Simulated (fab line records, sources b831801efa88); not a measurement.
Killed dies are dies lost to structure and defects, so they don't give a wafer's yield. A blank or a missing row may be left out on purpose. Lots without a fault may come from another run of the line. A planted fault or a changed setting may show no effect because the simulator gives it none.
Which tool did it? | flow sky130 | 12 lots, 36 wafers sampled, at 5 steps of a route of 708

WHAT THE GAUGES READ, wafer by wafer
SKY_CAPM_OVL_MEAS_12. Usual: CAPM_OVL 0.7 nm, standard deviation 1.2.
lot  | measured     | on         | CAPM_OVL (nm) | flag
L217 | day 37 05:19 | overlay-02 | -0.5 0.6 0.3  |
L219 | day 37 19:07 | overlay-02 | 2.6 1.2 2.1   |
L220 | day 38 12:52 | overlay-02 | 0.4 -0.2 0.3  |
L230 | day 41 09:05 | overlay-01 | 2.3 0.1 0.8   |
L234 | day 42 06:07 | overlay-01 | -1.5 -1.0 0.2 |
L238 | day 43 20:41 | overlay-02 | -0.1 -0.1 0.8 |
L239 | day 43 21:34 | overlay-01 | 1.8 2.3 0.9   |
L237 | day 44 00:37 | overlay-01 | 0.3 0.1 1.4   |
L240 | day 44 03:28 | overlay-02 | 0.9 1.8 -1.1  |

WHICH TOOL RAN EACH LOT (tool, then ch and the chambers of the sampled wafers, then the start)
lot  | SKY_VIA1_SPUTTER_20          | SKY_METAL2_SPUTTER_04        | SKY_VIA2_ETCH_15                   | SKY_VIA2_STRIP_16
L217 | pvd_sputter-04, day 33 18:25 | pvd_sputter-02, day 33 19:08 | rie_diel-04 ch 0,2,3, day 36 02:03 | plasma_asher-02 ch 1, day 36 02:07
L219 | pvd_sputter-01, day 34 09:27 | pvd_sputter-03, day 34 10:10 | rie_diel-01 ch 1,3, day 36 15:54   | plasma_asher-01 ch 0,1, day 36 15:58
L220 | pvd_sputter-04, day 35 03:31 | pvd_sputter-04, day 35 04:14 | rie_diel-04 ch 0,1,3, day 37 10:13 | plasma_asher-01 ch 0,1, day 37 10:17
L230 | pvd_sputter-01, day 38 03:37 | pvd_sputter-03, day 38 04:20 | rie_diel-03 ch 2,3, day 40 07:42   | plasma_asher-01 ch 0,1, day 40 07:48
L231 | pvd_sputter-01, day 38 08:12 | pvd_sputter-04, day 38 08:56 | rie_diel-03 ch 0,2,3, day 40 12:04 | plasma_asher-02 ch 0,1, day 40 12:08
L232 | pvd_sputter-03, day 38 09:25 | pvd_sputter-02, day 38 10:08 | rie_diel-04 ch 0,1,3, day 40 13:37 | plasma_asher-02 ch 0, day 40 13:40
L233 | pvd_sputter-03, day 38 18:35 | pvd_sputter-04, day 38 19:19 | rie_diel-01 ch 0,2,3, day 40 22:42 | plasma_asher-01 ch 0,1, day 40 22:46
L234 | pvd_sputter-03, day 39 01:23 | pvd_sputter-04, day 39 02:15 | rie_diel-01 ch 0,1,2, day 41 05:07 | plasma_asher-03 ch 0, day 41 05:10
L238 | pvd_sputter-03, day 40 19:01 | pvd_sputter-04, day 40 19:45 | rie_diel-03 ch 1,2,3, day 42 19:58 | plasma_asher-01 ch 0,1, day 42 20:02
L239 | pvd_sputter-03, day 40 20:02 | pvd_sputter-02, day 40 20:46 | rie_diel-04 ch 0,1,2, day 42 21:49 | plasma_asher-01 ch 0,1, day 42 21:52
L237 | pvd_sputter-04, day 40 22:44 | pvd_sputter-04, day 40 23:28 | rie_diel-03 ch 2,3, day 42 23:58   | plasma_asher-03 ch 0, day 43 00:02
L240 | pvd_sputter-01, day 41 02:20 | pvd_sputter-04, day 41 03:04 | rie_diel-03 ch 2,3, day 43 03:51   | plasma_asher-03 ch 1, day 43 03:55
- SKY_VIA1_SPUTTER_20: material TiN, target thk 20 nm, time 80 s.
- SKY_METAL2_SPUTTER_04: material TiN, target thk 70 nm, time 58.3 s.
- SKY_VIA2_ETCH_15: etches SiO2 in C4F8/O2/Ar, stops on TiN, target depth 546 nm, time 84 s.
- SKY_VIA2_STRIP_16: strips in O2/N2.

WHAT THE TOOLS THEMSELVES READ (means of the sampled wafers that have a number; where no wafer has one, the mark that the record gives instead)
SKY_VIA1_SPUTTER_20. Usual: throttle_valve_pct 29.5 %, standard deviation 1.1.
lot  | tool           | throttle_valve_pct (%) | flag
L217 | pvd_sputter-04 | 28.2                   |
L219 | pvd_sputter-01 | 29.9                   |
L220 | pvd_sputter-04 | 29.2                   |
L230 | pvd_sputter-01 | 30.4                   |
L231 | pvd_sputter-01 | 31.3                   |
L232 | pvd_sputter-03 | 29.0                   |
L233 | pvd_sputter-03 | 29.8                   |
L234 | pvd_sputter-03 | 29.0                   |
L238 | pvd_sputter-03 | 29.1                   |
L239 | pvd_sputter-03 | 29.0                   |
L237 | pvd_sputter-04 | 28.8                   |
L240 | pvd_sputter-01 | 30.4                   |

SKY_METAL2_SPUTTER_04. Usual: throttle_valve_pct 29.5 %, standard deviation 1.2.
lot  | tool           | throttle_valve_pct (%) | flag
L217 | pvd_sputter-02 | 29.1                   |
L219 | pvd_sputter-03 | 29.9                   |
L220 | pvd_sputter-04 | 29.7                   |
L230 | pvd_sputter-03 | 29.6                   |
L231 | pvd_sputter-04 | 29.6                   |
L232 | pvd_sputter-02 | 30.3                   |
L233 | pvd_sputter-04 | 29.6                   |
L234 | pvd_sputter-04 | 30.1                   |
L238 | pvd_sputter-04 | 29.4                   |
L239 | pvd_sputter-02 | 30.5                   |
L237 | pvd_sputter-04 | 28.2                   |
L240 | pvd_sputter-04 | 29.4                   |

SKY_VIA2_ETCH_15. Usual: bias_w 1200 W, standard deviation 3.4; chamber_pressure_mTorr 40.00 mTorr, standard deviation 0.036; oes_product_au 0.940 a.u., standard deviation 0.0052.
lot  | tool        | bias_w (W) | chamber_pressure_mTorr (mTorr) | oes_product_au (a.u.) | flag
L217 | rie_diel-04 | 1201       | 39.98                          | 0.941                 |
L219 | rie_diel-01 | 1202       | 39.98                          | 0.941                 |
L220 | rie_diel-04 | 1200       | 40.01                          | 0.938                 |
L230 | rie_diel-03 | 1195       | 40.00                          | 0.944                 |
L231 | rie_diel-03 | -          | -                              | -                     | OFF
L232 | rie_diel-04 | -          | -                              | -                     | OFF
L233 | rie_diel-01 | -          | -                              | -                     | OFF
L234 | rie_diel-01 | 1200       | 40.02                          | 0.939                 |
L238 | rie_diel-03 | 1200       | 39.99                          | 0.939                 |
L239 | rie_diel-04 | 1199       | 39.99                          | 0.939                 |
L237 | rie_diel-03 | 1200       | 39.96                          | 0.940                 |
L240 | rie_diel-03 | 1198       | 39.99                          | 0.941                 |

SKY_VIA2_STRIP_16. Usual: drypump_motor_current_A 5.5 A, standard deviation 0.37; oes_product_au 0.399 a.u., standard deviation 0.0053; strip_time_to_endpoint_s 4.05 s, standard deviation 0.033.
lot  | tool            | drypump_motor_current_A (A) | oes_product_au (a.u.) | strip_time_to_endpoint_s (s) | flag
L217 | plasma_asher-02 | 5.8                         | 0.395                 | 4.03                         |
L219 | plasma_asher-01 | 5.4                         | 0.401                 | 4.10                         |
L220 | plasma_asher-01 | 5.2                         | 0.400                 | 4.04                         |
L230 | plasma_asher-01 | 5.2                         | 0.400                 | 4.04                         |
L231 | plasma_asher-02 | 5.7                         | 0.444                 | 5.19                         | OFF
L232 | plasma_asher-02 | 5.7                         | 0.444                 | 5.20                         | OFF
L233 | plasma_asher-01 | 5.5                         | 0.446                 | 5.21                         | OFF
L234 | plasma_asher-03 | 6.1                         | 0.397                 | 4.06                         |
L238 | plasma_asher-01 | 5.5                         | 0.401                 | 4.06                         |
L239 | plasma_asher-01 | 5.2                         | 0.402                 | 4.07                         |
L237 | plasma_asher-03 | 6.1                         | 0.398                 | 4.07                         |
L240 | plasma_asher-03 | 5.1                         | 0.397                 | 4.06                         |

THE ANSWER, worked out from the rows above alone
Rule: a lot is off if the mean of its wafers that have a number lies more than 3 standard deviations from the usual mean. A lot without any number at a reading at which 4 lots or more have one is off too. The other lots that the step has rows for count as sound. The gauges are gone through in route order, then the tools' own readings, and for those a lot's mean is taken as printed above. The first step at which some lot is off is used, and at that step the reading that is off furthest; a lot without a number counts as furthest.
Off: L231, L232, L233, at SKY_VIA2_ETCH_15 (bias_w). Without a number there: L231, L232, L233.
A tool fits if, at that step or a process step before it, it ran every lot that is off, and no sound lot after the first of them. None of those tried fits.

WHAT THE SIMULATOR HAD PUT IN
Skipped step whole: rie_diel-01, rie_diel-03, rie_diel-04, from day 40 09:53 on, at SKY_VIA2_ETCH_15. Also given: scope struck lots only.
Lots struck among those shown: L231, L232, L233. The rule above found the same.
